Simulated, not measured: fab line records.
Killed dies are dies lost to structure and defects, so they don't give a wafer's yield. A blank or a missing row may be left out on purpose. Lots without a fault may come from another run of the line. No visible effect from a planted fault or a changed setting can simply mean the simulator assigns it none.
Which tool was responsible?	flow sky130	27 wafers from 9 lots sampled at 4 of the route's 708 steps

== WHAT THE GAUGES READ, wafer by wafer ==
SKY_METAL2_RS_MEAS_05: measurement is done with a four-point probe.
lot	measured	on	METAL2_ALCU_RS (ohm/sq)
L253	day 34 01:44	film metro-04	0.1267 0.1274 0.1281
L261	day 37 12:21	film metro-01	0.1769 0.1769 0.1759
L263	day 38 00:40	film metro-01	0.1741 0.1710 0.1716
L268	day 39 18:07	film metro-01	0.1270 0.1260 0.1265
L266	day 40 00:34	film metro-02	0.1264 0.1269 0.1266
L270	day 40 03:50	film metro-02	0.1252 0.1252 0.1247
L273	day 41 13:03	film metro-04	0.1261 0.1257 0.1264
L274	day 41 15:45	film metro-04	0.1259 0.1270 0.1285
L275	day 41 19:16	film metro-01	0.1277 0.1277 0.1263

== TOOL THAT RAN EACH LOT (tool first, then ch and the chambers of the sampled wafers, then the start) ==
lot	SKY_METAL1_ETCH_18	SKY_METAL2_SPUTTER_01	SKY_METAL2_SPUTTER_02
L253	rie metal-03 ch 0,1, day 32 23:37	pvd sputter-01, day 34 01:36	pvd sputter-01, day 34 01:37
L261	rie metal-04 ch 0,1, day 36 10:01	pvd sputter-01, day 37 12:14	pvd sputter-01, day 37 12:16
L263	rie metal-04 ch 0,1, day 36 20:04	pvd sputter-01, day 38 00:33	pvd sputter-01, day 38 00:34
L268	rie metal-02 ch 1, day 38 13:12	pvd sputter-03, day 39 17:59	pvd sputter-03, day 39 18:01
L266	rie metal-02 ch 0,1, day 38 21:35	pvd sputter-03, day 40 00:27	pvd sputter-03, day 40 00:29
L270	rie metal-03 ch 0,1, day 38 23:16	pvd sputter-04, day 40 03:41	pvd sputter-04, day 40 03:43
L273	rie metal-04 ch 0,1, day 40 09:56	pvd sputter-04, day 41 12:55	pvd sputter-04, day 41 12:56
L274	rie metal-02 ch 0,1, day 40 13:19	pvd sputter-01, day 41 15:38	pvd sputter-01, day 41 15:40
L275	rie metal-03 ch 0,1, day 40 16:20	pvd sputter-01, day 41 19:08	pvd sputter-01, day 41 19:10
- SKY_METAL1_ETCH_18: etches BARC in N2/H2, stops on SiO2, time 45.9 s, target depth 60 nm.
- SKY_METAL2_SPUTTER_01: material TiN, target thk 20 nm, time 16.7 s.
- SKY_METAL2_SPUTTER_02: material AlCu, target thk 250 nm, time 13.3 s.

== THE ANSWER, worked out from the rows above alone ==
Rule: usual is defined by the lots themselves. The widest of any qualifying gaps counts: lots, ordered by their means at a reading, are off when they make up no more than a third of the lots, leave a main group of 4 or more, and stand apart from it by 3 or more times the standard deviation of that group's means. If all means in a main group match to the digits the tables above print for the reading, that group is not used. Also off: a lot with no number at a reading for which 4 or more lots have one. The other lots that the step has rows for count as sound.
Off: L261, L263, seen at SKY_METAL2_RS_MEAS_05 (METAL2_ALCU_RS). For the main group the mean is 0.1266 ohm/sq and the standard deviation 0.00076.
A tool fits if, at a process step before that reading, it ran every lot that is off, and no sound lot after the first of them. Those tools and the gauges at SKY_METAL2_RS_MEAS_05 are tried in the same way. No candidate that was tried fits.

== WHAT THE SIMULATOR PUT IN ==
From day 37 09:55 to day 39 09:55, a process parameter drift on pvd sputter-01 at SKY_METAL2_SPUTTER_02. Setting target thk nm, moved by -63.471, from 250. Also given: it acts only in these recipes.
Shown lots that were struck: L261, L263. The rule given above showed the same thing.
